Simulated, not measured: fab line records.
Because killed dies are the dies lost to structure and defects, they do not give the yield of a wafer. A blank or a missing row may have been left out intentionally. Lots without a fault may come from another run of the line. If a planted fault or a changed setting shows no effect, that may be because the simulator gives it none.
Which of the tools did it? || flow gf180mcu || 12 lots, 36 wafers sampled, at 6 steps of a route of 602

WHAT THE GAUGES READ, wafer by wafer
GF_MVPSD_TW_MEAS_11. Usual: MVPSD_TW 550, standard deviation 3.7.
{"lot": "L188", "measured": "day 5 00:01", "on": "film metro-04", "MVPSD_TW": "547 549 549", "flag": ""}
{"lot": "L189", "measured": "day 5 05:49", "on": "film metro-03", "MVPSD_TW": "547 550 550", "flag": ""}
{"lot": "L190", "measured": "day 5 11:39", "on": "film metro-01", "MVPSD_TW": "556 555 555", "flag": ""}
{"lot": "L191", "measured": "day 5 22:55", "on": "film metro-04", "MVPSD_TW": "548 544 542", "flag": ""}
{"lot": "L192", "measured": "day 6 01:37", "on": "film metro-03", "MVPSD_TW": "551 556 554", "flag": ""}
{"lot": "L193", "measured": "day 6 10:55", "on": "film metro-01", "MVPSD_TW": "554 551 551", "flag": ""}
{"lot": "L194", "measured": "day 6 14:52", "on": "film metro-04", "MVPSD_TW": "544 540 547", "flag": ""}
{"lot": "L195", "measured": "day 6 19:31", "on": "film metro-04", "MVPSD_TW": "544 545 544", "flag": ""}
{"lot": "L196", "measured": "day 7 00:25", "on": "film metro-01", "MVPSD_TW": "552 548 548", "flag": ""}
{"lot": "L200", "measured": "day 8 07:34", "on": "film metro-03", "MVPSD_TW": "551 552 551", "flag": ""}
{"lot": "L204", "measured": "day 9 03:42", "on": "film metro-03", "MVPSD_TW": "1034 1032 1026", "flag": "OFF"}
{"lot": "L205", "measured": "day 9 06:31", "on": "film metro-01", "MVPSD_TW": "1046 1044 1041", "flag": "OFF"}

GF_VT_IMPLANT_RS_MEAS_49: the measuring method here is four-point-probe. Usual: MVPSD_RS 1169 ohm/sq, standard deviation 3.3.
{"lot": "L188", "measured": "day 7 14:08", "on": "film metro-04", "MVPSD_RS (ohm/sq)": "1170 1171 1171", "flag": ""}
{"lot": "L189", "measured": "day 7 20:25", "on": "film metro-04", "MVPSD_RS (ohm/sq)": "1179 1176 1175", "flag": ""}
{"lot": "L190", "measured": "day 8 02:05", "on": "film metro-01", "MVPSD_RS (ohm/sq)": "1167 1167 1167", "flag": ""}
{"lot": "L191", "measured": "day 8 13:40", "on": "film metro-04", "MVPSD_RS (ohm/sq)": "1167 1169 1169", "flag": ""}
{"lot": "L192", "measured": "day 8 17:40", "on": "film metro-01", "MVPSD_RS (ohm/sq)": "1173 1172 1169", "flag": ""}
{"lot": "L193", "measured": "day 9 03:25", "on": "film metro-01", "MVPSD_RS (ohm/sq)": "1168 1170 1171", "flag": ""}
{"lot": "L194", "measured": "day 9 08:02", "on": "film metro-01", "MVPSD_RS (ohm/sq)": "1168 1170 1171", "flag": ""}
{"lot": "L195", "measured": "day 9 12:35", "on": "film metro-04", "MVPSD_RS (ohm/sq)": "1172 1172 1173", "flag": ""}
{"lot": "L196", "measured": "day 9 20:07", "on": "film metro-04", "MVPSD_RS (ohm/sq)": "1171 1173 1173", "flag": ""}
{"lot": "L200", "measured": "day 11 06:13", "on": "film metro-04", "MVPSD_RS (ohm/sq)": "1171 1172 1169", "flag": ""}
{"lot": "L204", "measured": "day 12 04:16", "on": "film metro-03", "MVPSD_RS (ohm/sq)": "1565 1565 1566", "flag": "OFF"}
{"lot": "L205", "measured": "day 12 07:14", "on": "film metro-03", "MVPSD_RS (ohm/sq)": "1561 1565 1563", "flag": "OFF"}

GF_V2_OVL_MEAS_15. Usual: V2_OVL -5 nm, standard deviation 5.
{"lot": "L188", "measured": "day 20 05:14", "on": "overlay-01", "V2_OVL (nm)": "-11 -3 -12", "flag": ""}
{"lot": "L189", "measured": "day 20 10:57", "on": "overlay-02", "V2_OVL (nm)": "-4 -1 0", "flag": ""}
{"lot": "L190", "measured": "day 21 01:41", "on": "overlay-01", "V2_OVL (nm)": "-9 -13 -13", "flag": ""}
{"lot": "L191", "measured": "day 21 16:53", "on": "overlay-01", "V2_OVL (nm)": "-14 -12 -13", "flag": ""}
{"lot": "L192", "measured": "day 22 00:25", "on": "overlay-02", "V2_OVL (nm)": "-10 -6 -9", "flag": ""}
{"lot": "L193", "measured": "day 22 08:05", "on": "overlay-02", "V2_OVL (nm)": "-2 -5 1", "flag": ""}
{"lot": "L194", "measured": "day 22 14:17", "on": "overlay-01", "V2_OVL (nm)": "1 1 0", "flag": ""}
{"lot": "L195", "measured": "day 22 22:57", "on": "overlay-01", "V2_OVL (nm)": "-1 -5 -12", "flag": ""}
{"lot": "L196", "measured": "day 23 09:56", "on": "overlay-01", "V2_OVL (nm)": "-12 -11 -10", "flag": ""}
{"lot": "L200", "measured": "day 25 00:31", "on": "overlay-01", "V2_OVL (nm)": "4 -2 -5", "flag": ""}
{"lot": "L204", "measured": "day 26 03:02", "on": "overlay-02", "V2_OVL (nm)": "2 -7 -2", "flag": ""}
{"lot": "L205", "measured": "day 26 03:24", "on": "overlay-01", "V2_OVL (nm)": "-4 -10 -4", "flag": ""}

GF_M3_THK_MEAS_06: measures by xrf. Usual: M3_ALCU_THK 440 nm, standard deviation 6.5.
{"lot": "L188", "measured": "day 20 06:59", "on": "film metro-01", "M3_ALCU_THK (nm)": "433 432 442", "flag": ""}
{"lot": "L189", "measured": "day 20 12:41", "on": "film metro-03", "M3_ALCU_THK (nm)": "449 450 448", "flag": ""}
{"lot": "L190", "measured": "day 21 03:26", "on": "film metro-02", "M3_ALCU_THK (nm)": "437 437 442", "flag": ""}
{"lot": "L191", "measured": "day 21 18:58", "on": "film metro-03", "M3_ALCU_THK (nm)": "425 426 438", "flag": ""}
{"lot": "L192", "measured": "day 22 02:19", "on": "film metro-02", "M3_ALCU_THK (nm)": "443 442 444", "flag": ""}
{"lot": "L193", "measured": "day 22 09:50", "on": "film metro-01", "M3_ALCU_THK (nm)": "451 444 447", "flag": ""}
{"lot": "L194", "measured": "day 22 16:01", "on": "film metro-01", "M3_ALCU_THK (nm)": "438 429 428", "flag": ""}
{"lot": "L195", "measured": "day 23 00:41", "on": "film metro-01", "M3_ALCU_THK (nm)": "444 444 432", "flag": ""}
{"lot": "L196", "measured": "day 23 11:40", "on": "film metro-01", "M3_ALCU_THK (nm)": "445 444 443", "flag": ""}
{"lot": "L200", "measured": "day 25 02:15", "on": "film metro-01", "M3_ALCU_THK (nm)": "439 441 435", "flag": ""}
{"lot": "L204", "measured": "day 26 04:46", "on": "film metro-02", "M3_ALCU_THK (nm)": "435 442 440", "flag": ""}
{"lot": "L205", "measured": "day 26 05:08", "on": "film metro-02", "M3_ALCU_THK (nm)": "441 440 441", "flag": ""}

GF_M4_OVL_MEAS_15. Usual: M4_OVL -5 nm, standard deviation 6.
{"lot": "L188", "measured": "day 23 07:28", "on": "overlay-01", "M4_OVL (nm)": "-7 3 0", "flag": ""}
{"lot": "L189", "measured": "day 23 14:20", "on": "overlay-02", "M4_OVL (nm)": "-11 -9 -12", "flag": ""}
{"lot": "L190", "measured": "day 24 03:47", "on": "overlay-01", "M4_OVL (nm)": "-13 -13 -12", "flag": ""}
{"lot": "L191", "measured": "day 24 17:56", "on": "overlay-01", "M4_OVL (nm)": "-5 -8 -8", "flag": ""}
{"lot": "L192", "measured": "day 25 01:28", "on": "overlay-02", "M4_OVL (nm)": "3 -5 0", "flag": ""}
{"lot": "L193", "measured": "day 25 07:53", "on": "overlay-01", "M4_OVL (nm)": "-1 -9 -7", "flag": ""}
{"lot": "L194", "measured": "day 25 13:11", "on": "overlay-01", "M4_OVL (nm)": "-6 -6 -4", "flag": ""}
{"lot": "L195", "measured": "day 25 20:50", "on": "overlay-01", "M4_OVL (nm)": "-8 -12 -8", "flag": ""}
{"lot": "L196", "measured": "day 26 07:35", "on": "overlay-02", "M4_OVL (nm)": "-2 -6 -7", "flag": ""}
{"lot": "L200", "measured": "day 27 20:08", "on": "overlay-01", "M4_OVL (nm)": "5 3 11", "flag": ""}
{"lot": "L204", "measured": "day 28 19:59", "on": "overlay-01", "M4_OVL (nm)": "-6 -9 -10", "flag": ""}
{"lot": "L205", "measured": "day 28 20:39", "on": "overlay-01", "M4_OVL (nm)": "-2 7 0", "flag": ""}

WHAT TOOL EACH LOT RAN ON (gives the tool, then ch and the chambers of the sampled wafers, and finally the start)
{"lot": "L188", "GF_MVPSD_IMPLANT_08": "implanter-02 ch 0, day 4 23:40"}
{"lot": "L189", "GF_MVPSD_IMPLANT_08": "implanter-02 ch 0, day 5 05:27"}
{"lot": "L190", "GF_MVPSD_IMPLANT_08": "implanter-03 ch 0, day 5 11:15"}
{"lot": "L191", "GF_MVPSD_IMPLANT_08": "implanter-03 ch 0, day 5 22:31"}
{"lot": "L192", "GF_MVPSD_IMPLANT_08": "implanter-01 ch 0, day 6 01:13"}
{"lot": "L193", "GF_MVPSD_IMPLANT_08": "implanter-01 ch 0, day 6 10:31"}
{"lot": "L194", "GF_MVPSD_IMPLANT_08": "implanter-03 ch 0, day 6 14:28"}
{"lot": "L195", "GF_MVPSD_IMPLANT_08": "implanter-02 ch 0, day 6 19:07"}
{"lot": "L196", "GF_MVPSD_IMPLANT_08": "implanter-02 ch 0, day 7 00:01"}
{"lot": "L200", "GF_MVPSD_IMPLANT_08": "implanter-02 ch 0, day 8 07:10"}
{"lot": "L204", "GF_MVPSD_IMPLANT_08": "implanter-01 ch 0, day 9 03:18"}
{"lot": "L205", "GF_MVPSD_IMPLANT_08": "implanter-02 ch 0, day 9 06:07"}
- GF_MVPSD_IMPLANT_08

WHAT THE TOOLS THEMSELVES READ (means of the sampled wafers that have a number; where no wafer has one, the mark that the record gives instead)
GF_MVPSD_IMPLANT_08. Usual: 169.99 for beam energy keV, sd 0.053.
{"lot": "L188", "tool": "implanter-02", "beam energy keV": 170.00, "flag": ""}
{"lot": "L189", "tool": "implanter-02", "beam energy keV": 169.97, "flag": ""}
{"lot": "L190", "tool": "implanter-03", "beam energy keV": 170.00, "flag": ""}
{"lot": "L191", "tool": "implanter-03", "beam energy keV": 170.02, "flag": ""}
{"lot": "L192", "tool": "implanter-01", "beam energy keV": 170.03, "flag": ""}
{"lot": "L193", "tool": "implanter-01", "beam energy keV": 169.94, "flag": ""}
{"lot": "L194", "tool": "implanter-03", "beam energy keV": 170.01, "flag": ""}
{"lot": "L195", "tool": "implanter-02", "beam energy keV": 170.00, "flag": ""}
{"lot": "L196", "tool": "implanter-02", "beam energy keV": 169.98, "flag": ""}
{"lot": "L200", "tool": "implanter-02", "beam energy keV": 169.96, "flag": ""}
{"lot": "L204", "tool": "implanter-01", "beam energy keV": 170.02, "flag": ""}
{"lot": "L205", "tool": "implanter-02", "beam energy keV": 170.07, "flag": ""}

THE ANSWER, worked out from the rows above alone
Rule: a lot counts as off when the mean over its wafers that have a number is more than 3 standard deviations away from the usual mean. Also off: a lot with no number at a reading for which 4 or more lots have one. Any other lot the step has rows for is counted as sound. After the gauges, taken in route order, come the tools' own readings; for these a lot's mean is taken, as printed above. The first step at which some lot is off is used, and at that step the reading that is off furthest; a lot without a number counts as furthest.
Off: L204, L205, seen at GF_MVPSD_TW_MEAS_11 (MVPSD_TW).
If a tool, at a process step before that reading, ran all the lots that are off and no sound lot after the first of them, it fits. The gauges at GF_MVPSD_TW_MEAS_11 are tried like those tools. None of those tried fits.

WHAT WAS PUT IN BY THE SIMULATOR
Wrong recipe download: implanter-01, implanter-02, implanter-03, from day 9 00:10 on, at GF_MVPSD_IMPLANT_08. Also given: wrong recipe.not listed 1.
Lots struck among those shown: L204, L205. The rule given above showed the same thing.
